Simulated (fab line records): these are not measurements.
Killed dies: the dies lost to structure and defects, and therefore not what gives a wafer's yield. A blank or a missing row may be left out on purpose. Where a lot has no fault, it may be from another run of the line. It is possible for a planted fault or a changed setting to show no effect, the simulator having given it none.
fab line records ; flow sky130
[record] lots = 7; wafers = 21; last_day = 50
route steps=708 shown VIA3@589 METAL4@598 PAD_OPEN@708
lots untouched by any fault: they come from a run of this same line in which no faults occurred
start_h: hours from the record's opening day to when the first of the lot's shown wafers began ; wait_h: hours since the lot's step before ; " as in the row above ; L1.1+2: one row covering several wafers at once ; - either no value or no given start ; * or withheld: withheld ; < > ~ a bound
route shown NAME@n: NAME is a module with steps in the file, n the number in the route of the first one ; usual: mean and standard deviation over wafers with no fault ; same: alike in all rows ; chamber/n: place in a boat ; sites: each site's reading ; _std_site: the standard deviation of these ; _edge_site: outer sites' mean less inner sites' ; radius_mm: how far each site lies from the wafer's centre ; mask NAME#n: copy n ; behind: the tool/chamber that last shaped the wafer ; hold: why the lot was held/for how many hours/how that ended ; device: whichever transistor did not switch (one of n, p or np) ; end of line: tests run on the same wafers once the route is complete ; for a step that has no rows: nothing shown but its recipe ; killed: at the first sort, the dies lost to defects and structure; wafer yield is something else ; map: the dies of a wafer, with x for killed, . for not killed, _ for no die there
set.NAME: setting as actually run; set.NAME@STEP: the setting as run at that earlier step ; model.NAME: the simulator's own value behind a step, which no gauge read
lots seen at some steps along the route; tables by step, rows by wafer
services: from which hour (start_h, from the record's first day; less than 0 if before it) a tool's chamber was out of use, for how many hours, and why
[[steps]]
[step SKY_VIA3_STRIP_16]
[recipe] chemistry = O2/N2; power_w = 1400; pressure_mtorr = 1500; platen_temp_c = withheld; o2_flow_sccm = 3000; n2_flow_sccm = 300; overash_fraction = 0.5
[usual] drypump_motor_current_A = 6.0/0.44; oes_product_au = 0.403/0.0046; strip_time_to_endpoint_s = 4.140/0.027
lot.wafer;tool;chamber;start_h;wait_h;drypump_motor_current_A;oes_product_au;rf_hours_counter_h;strip_time_to_endpoint_s
L269.1;plasma_asher-04;0;940.07;0.0;6.0;0.401;104;4.120
L269.3;plasma_asher-04;1;940.07;0.0;5.3;0.400;-;4.172
L269.5;plasma_asher-04;1;940.07;0.0;5.3;0.401;-;4.071
L276.1;plasma_asher-03;0;983.51;0.0;5.8;0.409;90;4.171
L276.5;plasma_asher-03;1;983.51;0.0;5.7;0.407;-;4.116
L276.6;plasma_asher-03;0;983.51;0.0;5.8;0.399;-;4.143
L277.3;plasma_asher-04;1;991.14;0.1;5.3;0.396;-;4.178
L277.4;plasma_asher-04;0;991.14;0.1;6.0;0.413;-;4.190
L277.6;plasma_asher-04;1;991.14;0.1;5.3;0.406;-;4.195
L278.1;plasma_asher-01;1;1002.01;0.0;6.7;0.405;25;4.158
L278.3;plasma_asher-01;0;1002.01;0.0;6.2;0.400;-;4.146
L278.4;plasma_asher-01;1;1002.01;0.0;6.7;0.399;-;4.139
L280.3;plasma_asher-03;0;1015.45;0.1;5.8;0.401;-;4.163
L280.4;plasma_asher-03;1;1015.45;0.1;5.7;0.397;-;4.144
L280.6;plasma_asher-03;1;1015.45;0.1;5.7;0.396;-;4.110
L289.2;plasma_asher-04;1;1064.72;0.0;5.3;0.392;0;4.125
L289.4;plasma_asher-04;1;1064.72;0.0;5.4;0.402;-;4.146
L289.6;plasma_asher-04;1;1064.72;0.0;5.3;0.405;-;4.146
L291.4;plasma_asher-03;1;1080.55;0.1;5.7;0.405;-;4.127
L291.5;plasma_asher-03;1;1080.55;0.1;5.7;0.401;-;4.169
L291.6;plasma_asher-03;0;1080.55;0.1;5.8;0.401;-;4.135
[step SKY_VIA3_STRIP_17]
[recipe] chemistry = post_etch_residue_remover; time_s = 1200; temp_c = 72.5
[step SKY_VIA3_CLEAN_18]
[recipe] chemistry = IPA; time_s = 180; temp_c = 25
[step SKY_VIA3_CLEAN_19]
[recipe] chemistry = O3/DIW; dry = n2_spin
[step SKY_VIA3_SPUTTER_20]
[recipe] material = TiN; target_thk_nm = 20; chamber_pressure_pa = 5; power_w = 4000; time_s = 80
[usual] throttle_valve_pct = 30.5/0.88
lot.wafer;tool;chamber;start_h;wait_h;throttle_valve_pct
L269.1;pvd_sputter-01;-;940.66;0.0;29.9
L269.3;pvd_sputter-01;-;940.66;0.0;28.4
L269.5;pvd_sputter-01;-;940.66;0.0;30.4
L276.1;pvd_sputter-03;-;984.11;0.0;31.0
L276.5;pvd_sputter-03;-;984.11;0.0;31.8
L276.6;pvd_sputter-03;-;984.11;0.0;31.5
L277.3;pvd_sputter-01;-;991.72;0.0;28.7
L277.4;pvd_sputter-01;-;991.72;0.0;30.8
L277.6;pvd_sputter-01;-;991.72;0.0;29.7
L278.1;pvd_sputter-01;-;1002.63;0.0;30.7
L278.3;pvd_sputter-01;-;1002.63;0.0;29.7
L278.4;pvd_sputter-01;-;1002.63;0.0;29.9
L280.3;pvd_sputter-01;-;1016.01;0.0;30.5
L280.4;pvd_sputter-01;-;1016.01;0.0;29.9
L280.6;pvd_sputter-01;-;1016.01;0.0;30.8
L289.2;pvd_sputter-03;-;1065.32;0.0;30.9
L289.4;pvd_sputter-03;-;1065.32;0.0;31.5
L289.6;pvd_sputter-03;-;1065.32;0.0;31.5
L291.4;pvd_sputter-01;-;1081.11;0.0;29.9
L291.5;pvd_sputter-01;-;1081.11;0.0;30.3
L291.6;pvd_sputter-01;-;1081.11;0.0;28.4
[step SKY_VIA3_CVD_21]
[recipe] material = W; target_thk_nm = 390; time_s = 117.31; temp_c = 400; pressure_torr = 40
[step SKY_VIA3_RS_MEAS_22]
[recipe] thk_meas_gauge = four-point-probe; reads = W_of_VIA3_CVD_21+TiN_of_VIA3_SPUTTER_20
[usual] VIA3_W_RS = 0.295/0.0047
lot.wafer;tool;chamber;start_h;wait_h;VIA3_W_RS[ohm/sq]
L269.1;film_metro-01;-;940.84;0.1;0.284
L269.3;film_metro-01;-;940.84;0.1;0.302
L269.5;film_metro-01;-;940.84;0.1;0.298
L276.1;film_metro-04;-;984.29;0.1;0.300
L276.5;film_metro-04;-;984.29;0.1;0.294
L276.6;film_metro-04;-;984.29;0.1;0.300
L277.3;film_metro-03;-;991.95;0.1;0.300
L277.4;film_metro-03;-;991.95;0.1;0.295
L277.6;film_metro-03;-;991.95;0.1;0.295
L278.1;film_metro-01;-;1002.81;0.1;0.302
L278.3;film_metro-01;-;1002.81;0.1;0.294
L278.4;film_metro-01;-;1002.81;0.1;0.304
L280.3;film_metro-01;-;1016.23;0.1;0.296
L280.4;film_metro-01;-;1016.23;0.1;0.288
L280.6;film_metro-01;-;1016.23;0.1;0.294
L289.2;film_metro-03;-;1065.53;0.1;0.298
L289.4;film_metro-03;-;1065.53;0.1;0.296
L289.6;film_metro-03;-;1065.53;0.1;0.295
L291.4;film_metro-01;-;1081.36;0.1;0.299
L291.5;film_metro-01;-;1081.36;0.1;0.298
L291.6;film_metro-01;-;1081.36;0.1;0.299
[step SKY_VIA3_THK_MEAS_23]
[recipe] thk_meas_gauge = xrf; reads = W_of_VIA3_CVD_21
[usual] VIA3_W_THK = 388/7.5
lot.wafer;tool;chamber;start_h;wait_h;VIA3_W_THK[nm]
L269.1;film_metro-01;-;940.96;0.1;404
L269.3;film_metro-01;-;940.96;0.1;383
L269.5;film_metro-01;-;940.96;0.1;385
L276.1;film_metro-04;-;984.41;0.1;388
L276.5;film_metro-04;-;984.41;0.1;397
L276.6;film_metro-04;-;984.41;0.1;390
L277.3;film_metro-03;-;992.05;0.1;379
L277.4;film_metro-03;-;992.05;0.1;384
L277.6;film_metro-03;-;992.05;0.1;387
L278.1;film_metro-01;-;1002.93;0.1;381
L278.3;film_metro-01;-;1002.93;0.1;393
L278.4;film_metro-01;-;1002.93;0.1;379
L280.3;film_metro-01;-;1016.33;0.1;389
L280.4;film_metro-01;-;1016.33;0.1;398
L280.6;film_metro-01;-;1016.33;0.1;393
L289.2;film_metro-03;-;1065.64;0.1;379
L289.4;film_metro-03;-;1065.64;0.1;382
L289.6;film_metro-03;-;1065.64;0.1;382
L291.4;film_metro-01;-;1081.45;0.1;382
L291.5;film_metro-01;-;1081.45;0.1;384
L291.6;film_metro-01;-;1081.45;0.1;380
[step SKY_VIA3_CMP_24]
[recipe] stop_on = SiO2; t_overpolish_s = 20; down_force_psi = 3.5; platen_rpm = 60; target_thk_nm = 0; pad_velocity_m_s = 0.94248
[usual] motor_current_A = 11.0/1.2; overpolish_run_s = 20.001/0.0099; time_to_endpoint_s = 94/4.4
lot.wafer;tool;chamber;start_h;wait_h;motor_current_A;overpolish_run_s;time_to_endpoint_s
L269.3;cmp-01;1;941.02;0.0;9.8;19.998;90
L269.1;cmp-01;2;941.02;0.0;11.0;20.010;96
L269.5;cmp-01;1;941.02;0.0;9.8;19.998;93
L276.1;cmp-01;1;984.57;0.1;10.6;19.984;91
L276.6;cmp-01;3;984.57;0.1;10.9;20.014;91
L276.5;cmp-01;0;984.57;0.1;11.2;20.000;95
L277.4;cmp-02;0;992.14;0.1;14.0;19.997;103
L277.3;cmp-02;1;992.14;0.1;10.8;20.006;95
L277.6;cmp-02;0;992.14;0.1;12.6;19.999;102
L278.1;cmp-02;2;1003.10;0.2;11.7;19.991;95
L278.4;cmp-02;3;1003.10;0.2;8.9;19.997;92
L278.3;cmp-02;1;1003.10;0.2;10.5;20.006;95
L280.3;cmp-02;3;1016.42;0.1;8.8;20.020;95
L280.4;cmp-02;1;1016.42;0.1;10.4;20.007;101
L280.6;cmp-02;2;1016.42;0.1;12.4;20.010;97
L289.4;cmp-01;3;1065.80;0.1;10.9;20.002;91
L289.2;cmp-01;0;1065.80;0.1;11.3;20.019;92
L289.6;cmp-01;2;1065.80;0.1;10.5;20.001;89
L291.4;cmp-01;2;1081.58;0.1;11.0;19.998;91
L291.5;cmp-01;0;1081.58;0.1;11.3;19.999;97
L291.6;cmp-01;1;1081.58;0.1;10.0;20.006;92
[step SKY_METAL4_SPUTTER_00]
[recipe] material = Ti; target_thk_nm = 15; power_w = 3000; time_s = 10; chamber_pressure_pa = 0.4
[step SKY_METAL4_SPUTTER_01]
[recipe] material = TiN; target_thk_nm = 20; power_w = 6500; time_s = 16.7; chamber_pressure_pa = 0.4
[usual] throttle_valve_pct = 30.0/0.91
lot.wafer;tool;chamber;start_h;wait_h;throttle_valve_pct
L269.1;pvd_sputter-02;-;941.35;0.0;28.8
L269.3;pvd_sputter-02;-;941.35;0.0;30.1
L269.5;pvd_sputter-02;-;941.35;0.0;29.2
L276.1;pvd_sputter-01;-;984.80;0.0;29.8
L276.5;pvd_sputter-01;-;984.80;0.0;30.8
L276.6;pvd_sputter-01;-;984.80;0.0;29.7
L277.3;pvd_sputter-02;-;992.41;0.0;29.6
L277.4;pvd_sputter-02;-;992.41;0.0;29.9
L277.6;pvd_sputter-02;-;992.41;0.0;29.0
L278.1;pvd_sputter-02;-;1003.42;0.0;29.7
L278.3;pvd_sputter-02;-;1003.42;0.0;28.7
L278.4;pvd_sputter-02;-;1003.42;0.0;28.9
L280.3;pvd_sputter-02;-;1016.70;0.0;29.2
L280.4;pvd_sputter-02;-;1016.70;0.0;30.0
L280.6;pvd_sputter-02;-;1016.70;0.0;29.7
L289.2;pvd_sputter-03;-;1066.07;0.0;30.4
L289.4;pvd_sputter-03;-;1066.07;0.0;31.6
L289.6;pvd_sputter-03;-;1066.07;0.0;31.8
L291.4;pvd_sputter-01;-;1081.80;0.0;30.6
L291.5;pvd_sputter-01;-;1081.80;0.0;28.7
L291.6;pvd_sputter-01;-;1081.80;0.0;29.8
[step SKY_METAL4_SPUTTER_02]
[recipe] material = AlCu; target_thk_nm = 735; power_w = 10600; time_s = 39.1; chamber_pressure_pa = 0.4
[step SKY_METAL4_SPUTTER_03]
[recipe] material = Ti; target_thk_nm = 5; power_w = 3000; time_s = 3.3; chamber_pressure_pa = 0.4
[usual] throttle_valve_pct = 30.0/0.93
lot.wafer;tool;chamber;start_h;wait_h;throttle_valve_pct;model.Ti_of_METAL4_SPUTTER_03.thk_nm
L269.1;pvd_sputter-02;-;941.41;0.0;29.2;4.815
L269.3;pvd_sputter-02;-;941.41;0.0;29.5;4.859
L269.5;pvd_sputter-02;-;941.41;0.0;29.0;4.863
L276.1;pvd_sputter-01;-;984.87;0.0;29.4;5.146
L276.5;pvd_sputter-01;-;984.87;0.0;30.7;5.068
L276.6;pvd_sputter-01;-;984.87;0.0;29.9;5.133
L277.3;pvd_sputter-02;-;992.47;0.0;29.3;2.334
L277.4;pvd_sputter-02;-;992.47;0.0;29.8;5.028
L277.6;pvd_sputter-02;-;992.47;0.0;29.1;5.036
L278.1;pvd_sputter-02;-;1003.48;0.0;29.5;2.259
L278.3;pvd_sputter-02;-;1003.48;0.0;29.2;1.982
L278.4;pvd_sputter-02;-;1003.48;0.0;28.9;4.896
L280.3;pvd_sputter-02;-;1016.76;0.0;28.9;2.151
L280.4;pvd_sputter-02;-;1016.76;0.0;29.4;4.909
L280.6;pvd_sputter-02;-;1016.76;0.0;29.6;4.921
L289.2;pvd_sputter-03;-;1066.14;0.0;30.5;5.155
L289.4;pvd_sputter-03;-;1066.14;0.0;31.5;5.128
L289.6;pvd_sputter-03;-;1066.14;0.0;31.6;5.174
L291.4;pvd_sputter-01;-;1081.86;0.0;30.8;5.009
L291.5;pvd_sputter-01;-;1081.86;0.0;28.7;5.027
L291.6;pvd_sputter-01;-;1081.86;0.0;30.2;5.079
[step SKY_METAL4_SPUTTER_04]
[recipe] material = TiN; target_thk_nm = 70; power_w = 6500; time_s = 58.3; chamber_pressure_pa = 0.4
[usual] throttle_valve_pct = 30.0/0.94
lot.wafer;tool;chamber;start_h;wait_h;throttle_valve_pct
L269.1;pvd_sputter-02;-;941.43;0.0;29.2
L269.3;pvd_sputter-02;-;941.43;0.0;29.7
L269.5;pvd_sputter-02;-;941.43;0.0;29.1
L276.1;pvd_sputter-01;-;984.89;0.0;30.0
L276.5;pvd_sputter-01;-;984.89;0.0;30.5
L276.6;pvd_sputter-01;-;984.89;0.0;29.9
L277.3;pvd_sputter-02;-;992.49;0.0;29.4
L277.4;pvd_sputter-02;-;992.49;0.0;29.8
L277.6;pvd_sputter-02;-;992.49;0.0;29.2
L278.1;pvd_sputter-02;-;1003.50;0.0;29.6
L278.3;pvd_sputter-02;-;1003.50;0.0;28.5
L278.4;pvd_sputter-02;-;1003.50;0.0;28.9
L280.3;pvd_sputter-02;-;1016.78;0.0;28.9
L280.4;pvd_sputter-02;-;1016.78;0.0;29.7
L280.6;pvd_sputter-02;-;1016.78;0.0;30.0
L289.2;pvd_sputter-03;-;1066.16;0.0;30.3
L289.4;pvd_sputter-03;-;1066.16;0.0;31.5
L289.6;pvd_sputter-03;-;1066.16;0.0;31.6
L291.4;pvd_sputter-01;-;1081.88;0.0;30.5
L291.5;pvd_sputter-01;-;1081.88;0.0;28.8
L291.6;pvd_sputter-01;-;1081.88;0.0;29.6
[step SKY_PAD_OPEN_PROBE_99]
[usual] defect_limited_yield = 82.5/1.9; killed_at_M0_to_M3 = 43/6.8; killed_at_M4_up = 3.2/1.7; killed_at_contacts = 24/5.7; killed_at_front_end = 16/4.3; killed_at_other = 0.3/0.56; killed_dies = 86/9.5; killed_open = 47/6.9; killed_short = 39/5.8; sort_bin_3_pad_short = 0.9/0.39; sort_bin_5_function = 10.3/1.5; sort_bin_6_memory = 6.3/1.1; sort_n_pass = 406/9.5; sort_yield_pct = 82.5/1.9
[same] gross_dies = 492; killed_at_back_side = 0; sort_bin_4_leakage[%] = 0; sort_bin_8_speed[%] = 0
lot.wafer;tool;chamber;start_h;wait_h;defect_limited_yield[%];killed_at_M0_to_M3;killed_at_M4_up;killed_at_contacts;killed_at_front_end;killed_at_other;killed_dies;killed_open;killed_short;sort_bin_3_pad_short[%];sort_bin_5_function[%];sort_bin_6_memory[%];sort_n_pass;sort_yield_pct[%]
L276.1;prober-02;-;1120.92;0.1;81.3;59;4;22;7;0;92;60;32;1.0;11.8;5.9;400;81.3
L276.5;prober-02;-;1121.12;0.2;80.1;53;3;26;16;0;98;50;48;1.4;11.2;7.3;394;80.1
L276.6;prober-02;-;1121.17;0.2;76.0;55;4;37;21;1;118;70;48;0.4;14.2;9.3;374;76.0
L277.3;prober-01;-;1129.77;0.2;84.8;49;8;10;8;0;75;36;38;0.8;8.9;5.5;417;84.8
L277.4;prober-01;-;1129.82;0.2;82.3;44;5;25;12;1;87;45;39;1.2;10.0;6.5;405;82.3
L277.6;prober-01;-;1129.92;0.2;86.8;31;1;18;15;0;65;36;29;0.6;7.1;5.5;427;86.8
L289.2;prober-02;-;1188.57;0.1;81.9;46;5;19;19;0;89;57;32;1.0;9.8;7.3;403;81.9
L289.4;prober-02;-;1188.67;0.2;85.0;41;1;16;16;0;74;36;38;0.8;7.7;6.5;418;85.0
L289.6;prober-02;-;1188.77;0.2;80.9;54;3;18;19;0;94;46;48;0.6;10.2;8.3;398;80.9
// killed by level:class
L276.1 VIA2:geometric_particle:open=12 LI_CONTACT:geometric_particle:open=12 VIA1:geometric_particle:open=12 VIA3:geometric_particle:open=9 VIA1:geometric_particle:short=8 CONTACT:geometric_particle:open=5 METAL2:geometric_particle:short=5 VIA2:geometric_particle:short=4
L276.5 VIA1:geometric_particle:open=17 LI_CONTACT:geometric_particle:open=9 VIA3:geometric_particle:short=7 CONTACT:geometric_particle:open=6 METAL1:geometric_particle:short=6 FIELD_ISO:geometric_particle:open=5 CONTACT:geometric_particle:short=5 METAL2:geometric_particle:short=5
L276.6 VIA1:geometric_particle:open=17 LI_CONTACT:geometric_particle:open=13 VIA2:geometric_particle:open=10 CONTACT:geometric_particle:short=7 VIA3:geometric_particle:open=7 VIA1:geometric_particle:short=7 CONTACT:geometric_particle:open=6 LI_CONTACT:geometric_particle:short=6
L277.3 METAL2:geometric_particle:short=15 VIA1:geometric_particle:open=8 VIA3:geometric_particle:open=7 METAL1:geometric_particle:short=6 METAL4:geometric_particle:short=6 VIA2:geometric_particle:open=5 LI_CONTACT:geometric_particle:short=4 LI_CONTACT:geometric_particle:open=4
L277.4 VIA1:geometric_particle:open=11 LI_CONTACT:geometric_particle:open=10 VIA2:geometric_particle:open=6 LOCAL_INTERCONNECT:geometric_particle:short=6 METAL2:geometric_particle:short=5 CONTACT:geometric_particle:short=5 METAL1:geometric_particle:short=5 VIA1:geometric_particle:short=5
L277.6 LI_CONTACT:geometric_particle:open=8 VIA3:geometric_particle:open=7 METAL1:geometric_particle:short=6 VIA1:geometric_particle:open=5 LOCAL_INTERCONNECT:geometric_particle:short=4 CONTACT:geometric_particle:open=4 METAL2:geometric_particle:short=4 FIELD_ISO:geometric_particle:short=3
L289.2 VIA1:geometric_particle:open=16 LI_CONTACT:geometric_particle:open=8 VIA3:geometric_particle:open=8 METAL2:geometric_particle:short=7 FIELD_ISO:geometric_particle:open=5 POLY_GATE:geometric_particle:open=5 CONTACT:geometric_particle:short=5 POLY_GATE:geometric_particle:short=4
L289.4 VIA1:geometric_particle:open=10 VIA3:geometric_particle:open=7 FIELD_ISO:geometric_particle:short=6 METAL1:geometric_particle:short=6 FIELD_ISO:geometric_particle:open=4 CONTACT:geometric_particle:open=4 LI_CONTACT:geometric_particle:short=3 LI_CONTACT:geometric_particle:open=3
L289.6 METAL2:geometric_particle:short=12 VIA1:geometric_particle:open=11 LI_CONTACT:geometric_particle:open=9 FIELD_ISO:geometric_particle:short=5 FIELD_ISO:geometric_particle:open=5 VIA2:geometric_particle:short=5 METAL3:geometric_particle:short=5 VIA3:geometric_particle:open=5
[[services]]
tool;chamber;start_h;hours;kind
plasma_asher-03;-;921.52;1.1;repair
cmp-02;-;933.24;1.0;repair
pvd_sputter-03;-;940.61;5.2;repair
pvd_sputter-02;1;941.48;-;consumable_replace:kit
pvd_sputter-02;1;941.48;18.0;scheduled_down
pvd_sputter-02;1;941.48;18.0;vent_cycle
pvd_sputter-03;-;944.92;1.8;repair
pvd_sputter-01;2;993.62;-;consumable_replace:kit
pvd_sputter-01;2;993.62;18.0;scheduled_down
pvd_sputter-01;2;993.62;18.0;vent_cycle
pvd_sputter-03;1;1016.21;-;consumable_replace:kit
pvd_sputter-03;1;1016.21;18.0;scheduled_down
pvd_sputter-03;1;1016.21;18.0;vent_cycle
cmp-02;-;1028.40;4.0;pm
cmp-01;-;1042.68;2.2;pm
pvd_sputter-02;-;1050.95;0.7;repair
plasma_asher-04;-;1055.31;9.0;pm
plasma_asher-04;0;1055.31;9.0;vent_cycle
plasma_asher-04;1;1055.31;9.0;vent_cycle
plasma_asher-04;0;1064.31;-;clean
plasma_asher-04;1;1064.31;-;clean
cmp-02;-;1066.73;4.9;pm
cmp-01;-;1068.05;1.6;repair
[[key]]
first_sign none at tools or gauges
[model_effect] step = SKY_METAL4_SPUTTER_03; value = Ti_of_METAL4_SPUTTER_03.thk_nm; without = 4.987; struck = 2.181
met_at SKY_METAL4_SPUTTER_03
struck_wafers L277.3,L278.1,L278.3,L280.3
onset_between 941.41 992.47
[fault] kind = process_parameter_drift; tool = pvd_sputter-02; chamber = -; onset_h = 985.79; steps = SKY_METAL4_SPUTTER_03; channel = target_thk_nm; offset = -2.8054; shape = step; end_h = 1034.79; scope = struck_wafers_only; acts_in = these_recipes_only; stated = 5
